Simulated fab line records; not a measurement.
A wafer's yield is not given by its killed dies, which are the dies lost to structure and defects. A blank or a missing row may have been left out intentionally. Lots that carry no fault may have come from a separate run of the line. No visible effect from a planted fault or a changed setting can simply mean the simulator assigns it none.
Which tool did it? :: flow sky130 :: 13 lots, 39 wafers sampled, at 4 steps of a route of 708

## WHAT THE GAUGES SHOWED, per wafer
SKY_GATE_OXIDE_OVL_MEAS_10. Usual: GATE_OXIDE_OVL 0.5 nm, standard deviation 1.3.
lot: L236
measured: day 13 15:14
on: overlay-01
GATE_OXIDE_OVL (nm): -2.4 1.1 -0.2
flag: 

lot: L238
measured: day 14 08:20
on: overlay-02
GATE_OXIDE_OVL (nm): 0.1 1.1 2.6
flag: 

lot: L239
measured: day 14 15:35
on: overlay-02
GATE_OXIDE_OVL (nm): -0.3 2.3 3.8
flag: 

lot: L241
measured: day 15 15:53
on: overlay-02
GATE_OXIDE_OVL (nm): 0.8 -1.2 -0.2
flag: 

lot: L243
measured: day 16 15:08
on: overlay-02
GATE_OXIDE_OVL (nm): 0.9 0.5 -0.8
flag: 

lot: L244
measured: day 16 15:25
on: overlay-01
GATE_OXIDE_OVL (nm): 0.3 -0.8 0.4
flag: 

lot: L247
measured: day 17 16:46
on: overlay-01
GATE_OXIDE_OVL (nm): 0.3 1.1 0.4
flag: 

lot: L248
measured: day 18 01:40
on: overlay-01
GATE_OXIDE_OVL (nm): -1.7 0.4 0.1
flag: 

lot: L249
measured: day 18 06:10
on: overlay-01
GATE_OXIDE_OVL (nm): 1.0 0.8 2.7
flag: 

lot: L250
measured: day 18 15:53
on: overlay-01
GATE_OXIDE_OVL (nm): -0.7 1.6 -0.8
flag: 

lot: L254
measured: day 19 22:07
on: overlay-02
GATE_OXIDE_OVL (nm): 1.4 0.0 1.3
flag: 

lot: L256
measured: day 20 16:13
on: overlay-02
GATE_OXIDE_OVL (nm): -0.6 -1.7 -1.0
flag: 

lot: L259
measured: day 21 22:22
on: overlay-01
GATE_OXIDE_OVL (nm): -1.8 -0.2 -0.4
flag: 

SKY_LDD_HVP_OVL_MEAS_07. Usual: LDD_HVP_OVL 0.7 nm, standard deviation 1.2.
lot: L236
measured: day 20 23:44
on: overlay-02
LDD_HVP_OVL (nm): 0.3 1.1 -1.0
flag: 

lot: L238
measured: day 22 01:07
on: overlay-01
LDD_HVP_OVL (nm): 1.3 -4.4 -1.0
flag: 

lot: L239
measured: day 22 09:29
on: overlay-01
LDD_HVP_OVL (nm): -0.2 0.3 1.5
flag: 

lot: L241
measured: day 23 12:07
on: overlay-02
LDD_HVP_OVL (nm): -1.5 -0.9 1.7
flag: 

lot: L243
measured: day 24 11:35
on: overlay-02
LDD_HVP_OVL (nm): 0.0 0.6 -0.2
flag: 

lot: L244
measured: day 24 10:37
on: overlay-01
LDD_HVP_OVL (nm): 0.4 0.2 2.6
flag: 

lot: L247
measured: day 25 13:53
on: overlay-02
LDD_HVP_OVL (nm): 2.6 -0.6 0.6
flag: 

lot: L248
measured: day 25 22:02
on: overlay-02
LDD_HVP_OVL (nm): 0.3 1.1 1.0
flag: 

lot: L249
measured: day 26 02:25
on: overlay-02
LDD_HVP_OVL (nm): 0.1 0.7 -0.1
flag: 

lot: L250
measured: day 26 10:17
on: overlay-02
LDD_HVP_OVL (nm): 3.3 1.5 -0.4
flag: 

lot: L254
measured: day 27 18:52
on: overlay-02
LDD_HVP_OVL (nm): -1.0 0.5 -0.5
flag: 

lot: L256
measured: day 28 09:32
on: overlay-02
LDD_HVP_OVL (nm): -0.3 2.1 -1.2
flag: 

lot: L259
measured: day 30 15:49
on: overlay-01
LDD_HVP_OVL (nm): 1.8 1.1 0.9
flag: 

## WHICH TOOL RAN EACH LOT (tool, then ch and the chambers of the sampled wafers, then the start)
lot: L236
SKY_POLY_GATE_ETCH_15: rie-diel-03 ch 1,2,3, day 15 23:50
SKY_LDD_P_SOFTBAKE_03: litho-track-02 ch 0, day 17 21:14

lot: L238
SKY_POLY_GATE_ETCH_15: rie-diel-01 ch 0,3, day 16 22:31
SKY_LDD_P_SOFTBAKE_03: litho-track-04 ch 0, day 18 20:54

lot: L239
SKY_POLY_GATE_ETCH_15: rie-diel-02 ch 0,2, day 17 04:56
SKY_LDD_P_SOFTBAKE_03: litho-track-03 ch 0, day 19 05:23

lot: L241
SKY_POLY_GATE_ETCH_15: rie-diel-02 ch 0,1,2, day 18 09:35
SKY_LDD_P_SOFTBAKE_03: litho-track-04 ch 0, day 20 09:34

lot: L243
SKY_POLY_GATE_ETCH_15: rie-diel-03 ch 0,2, day 19 08:13
SKY_LDD_P_SOFTBAKE_03: litho-track-02 ch 0, day 21 08:53

lot: L244
SKY_POLY_GATE_ETCH_15: rie-diel-01 ch 0,1, day 19 06:59
SKY_LDD_P_SOFTBAKE_03: litho-track-04 ch 0, day 21 08:01

lot: L247
SKY_POLY_GATE_ETCH_15: rie-diel-01 ch 2,3, day 20 13:05
SKY_LDD_P_SOFTBAKE_03: litho-track-03 ch 0, day 22 12:14

lot: L248
SKY_POLY_GATE_ETCH_15: rie-diel-02 ch 1,3, day 20 19:52
SKY_LDD_P_SOFTBAKE_03: litho-track-03 ch 0, day 22 20:13

lot: L249
SKY_POLY_GATE_ETCH_15: rie-diel-03 ch 0,1,3, day 21 00:14
SKY_LDD_P_SOFTBAKE_03: litho-track-03 ch 0, day 22 23:56

lot: L250
SKY_POLY_GATE_ETCH_15: rie-diel-01 ch 1,3, day 21 09:35
SKY_LDD_P_SOFTBAKE_03: litho-track-04 ch 0, day 23 08:28

lot: L254
SKY_POLY_GATE_ETCH_15: rie-diel-02 ch 1,2,3, day 22 17:43
SKY_LDD_P_SOFTBAKE_03: litho-track-03 ch 0, day 24 16:14

lot: L256
SKY_POLY_GATE_ETCH_15: rie-diel-01 ch 0,1, day 23 07:59
SKY_LDD_P_SOFTBAKE_03: litho-track-04 ch 0, day 25 07:16

lot: L259
SKY_POLY_GATE_ETCH_15: rie-diel-03 ch 0,3, day 25 18:23
SKY_LDD_P_SOFTBAKE_03: litho-track-04 ch 0, day 27 17:45
- SKY_POLY_GATE_ETCH_15: etches BARC in N2/H2, stops on SiO2, time 118.5 s, target depth 110 nm.
- SKY_LDD_P_SOFTBAKE_03: time 60 s.

## AS READ BY THE TOOLS THEMSELVES (means over the sampled wafers that have a number; for cases with no such wafer, the mark the record gives instead)
SKY_POLY_GATE_ETCH_15. Usual: bias-w 99.96 W, standard deviation 0.3; drypump-motor-current-A 5.7 A, standard deviation 0.34; h2-flow-sccm 199.9 sccm, standard deviation 0.63; oes-product-au 0.716 a.u., standard deviation 0.005; throttle-valve-pct 13.212 %, standard deviation 0.01.
lot: L236
tool: rie-diel-03
bias-w (W): 100.00
drypump-motor-current-A (A): 5.9
h2-flow-sccm (sccm): 199.7
oes-product-au (a.u.): 0.708
throttle-valve-pct (%): 13.207
flag: 

lot: L238
tool: rie-diel-01
bias-w (W): 100.10
drypump-motor-current-A (A): 5.5
h2-flow-sccm (sccm): 200.4
oes-product-au (a.u.): 0.719
throttle-valve-pct (%): 13.206
flag: 

lot: L239
tool: rie-diel-02
bias-w (W): 100.00
drypump-motor-current-A (A): 6.0
h2-flow-sccm (sccm): 199.7
oes-product-au (a.u.): 0.714
throttle-valve-pct (%): 13.215
flag: 

lot: L241
tool: rie-diel-02
bias-w (W): 99.90
drypump-motor-current-A (A): 5.8
h2-flow-sccm (sccm): 199.5
oes-product-au (a.u.): 0.712
throttle-valve-pct (%): 13.202
flag: 

lot: L243
tool: rie-diel-03
bias-w (W): 99.73
drypump-motor-current-A (A): 5.8
h2-flow-sccm (sccm): 200.7
oes-product-au (a.u.): 0.721
throttle-valve-pct (%): 13.207
flag: 

lot: L244
tool: rie-diel-01
bias-w (W): 100.03
drypump-motor-current-A (A): 5.7
h2-flow-sccm (sccm): 200.4
oes-product-au (a.u.): 0.713
throttle-valve-pct (%): 13.217
flag: 

lot: L247
tool: rie-diel-01
bias-w (W): 99.93
drypump-motor-current-A (A): 5.3
h2-flow-sccm (sccm): 199.7
oes-product-au (a.u.): 0.718
throttle-valve-pct (%): 13.205
flag: 

lot: L248
tool: rie-diel-02
bias-w (W): 100.04
drypump-motor-current-A (A): 5.3
h2-flow-sccm (sccm): 199.9
oes-product-au (a.u.): 0.722
throttle-valve-pct (%): 13.213
flag: 

lot: L249
tool: rie-diel-03
bias-w (W): 100.01
drypump-motor-current-A (A): 5.7
h2-flow-sccm (sccm): 199.8
oes-product-au (a.u.): 0.718
throttle-valve-pct (%): 13.207
flag: 

lot: L250
tool: rie-diel-01
bias-w (W): 99.93
drypump-motor-current-A (A): 5.4
h2-flow-sccm (sccm): 199.1
oes-product-au (a.u.): 0.719
throttle-valve-pct (%): 13.210
flag: 

lot: L254
tool: rie-diel-02
bias-w (W): 100.18
drypump-motor-current-A (A): 5.6
h2-flow-sccm (sccm): 200.1
oes-product-au (a.u.): 0.716
throttle-valve-pct (%): 13.210
flag: 

lot: L256
tool: rie-diel-01
bias-w (W): 100.05
drypump-motor-current-A (A): 5.8
h2-flow-sccm (sccm): 200.1
oes-product-au (a.u.): 0.714
throttle-valve-pct (%): 13.219
flag: 

lot: L259
tool: rie-diel-03
bias-w (W): 99.79
drypump-motor-current-A (A): 5.6
h2-flow-sccm (sccm): 199.8
oes-product-au (a.u.): 0.715
throttle-valve-pct (%): 13.220
flag: 

SKY_LDD_P_SOFTBAKE_03. Usual: heater-power-total-W 56.60 W, standard deviation 0.04; plate-temp-C 90.00 C, standard deviation 0.12.
lot: L236
tool: litho-track-02
heater-power-total-W (W): 56.58
plate-temp-C (C): 89.98
flag: 

lot: L238
tool: litho-track-04
heater-power-total-W (W): 56.58
plate-temp-C (C): 89.93
flag: 

lot: L239
tool: litho-track-03
heater-power-total-W (W): 56.58
plate-temp-C (C): 90.17
flag: 

lot: L241
tool: litho-track-04
heater-power-total-W (W): 56.61
plate-temp-C (C): 89.90
flag: 

lot: L243
tool: litho-track-02
heater-power-total-W (W): 56.63
plate-temp-C (C): 90.16
flag: 

lot: L244
tool: litho-track-04
heater-power-total-W (W): 56.58
plate-temp-C (C): 90.10
flag: 

lot: L247
tool: litho-track-03
heater-power-total-W (W): 56.61
plate-temp-C (C): 89.97
flag: 

lot: L248
tool: litho-track-03
heater-power-total-W (W): 56.57
plate-temp-C (C): 90.10
flag: 

lot: L249
tool: litho-track-03
heater-power-total-W (W): 58.17
plate-temp-C (C): 91.88
flag: OFF

lot: L250
tool: litho-track-04
heater-power-total-W (W): 56.57
plate-temp-C (C): 89.98
flag: 

lot: L254
tool: litho-track-03
heater-power-total-W (W): 58.19
plate-temp-C (C): 91.93
flag: OFF

lot: L256
tool: litho-track-04
heater-power-total-W (W): 56.61
plate-temp-C (C): 90.12
flag: 

lot: L259
tool: litho-track-04
heater-power-total-W (W): 56.61
plate-temp-C (C): 90.15
flag: 

## THE ANSWER, worked out from the rows above alone
Rule: take the mean of a lot's wafers that have a number; if it is more than 3 standard deviations from the usual mean, the lot is off. A lot without any number at a reading at which 4 lots or more have one is off too. All remaining lots with rows at the step are treated as sound. Order of review: gauges by route order, followed by the tools' own readings, for which a lot's mean as printed above is used. The first step at which some lot is off is used, and at that step the reading that is off furthest; a lot without a number counts as furthest.
Off, at SKY_LDD_P_SOFTBAKE_03 on heater-power-total-W: L249, L254.
If a tool, at that step or one of the process steps before it, ran each lot that is off and ran no sound lot following the first of them, it fits. One fits: SKY_LDD_P_SOFTBAKE_03 on litho-track-03. A fault onset in the window from L248 (day 22 20:13, its last sound lot) to L249 (day 22 23:56, its first lot off) fits.
The tool's own readings at SKY_LDD_P_SOFTBAKE_03 bear it out: on the lots that are off they differ by more than 5 times the standard deviation of the sound lots' means. heater-power-total-W reads 58.18 W there against 56.59 W on the sound lots; plate-temp-C reads 91.91 C there against 90.05 C on the sound lots.

## WHAT THE SIMULATOR HAD PUT IN
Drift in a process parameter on litho-track-03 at SKY_LDD_P_SOFTBAKE_03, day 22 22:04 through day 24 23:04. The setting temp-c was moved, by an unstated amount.
Struck lots among those shown: L249, L254. Same finding as the rule above.
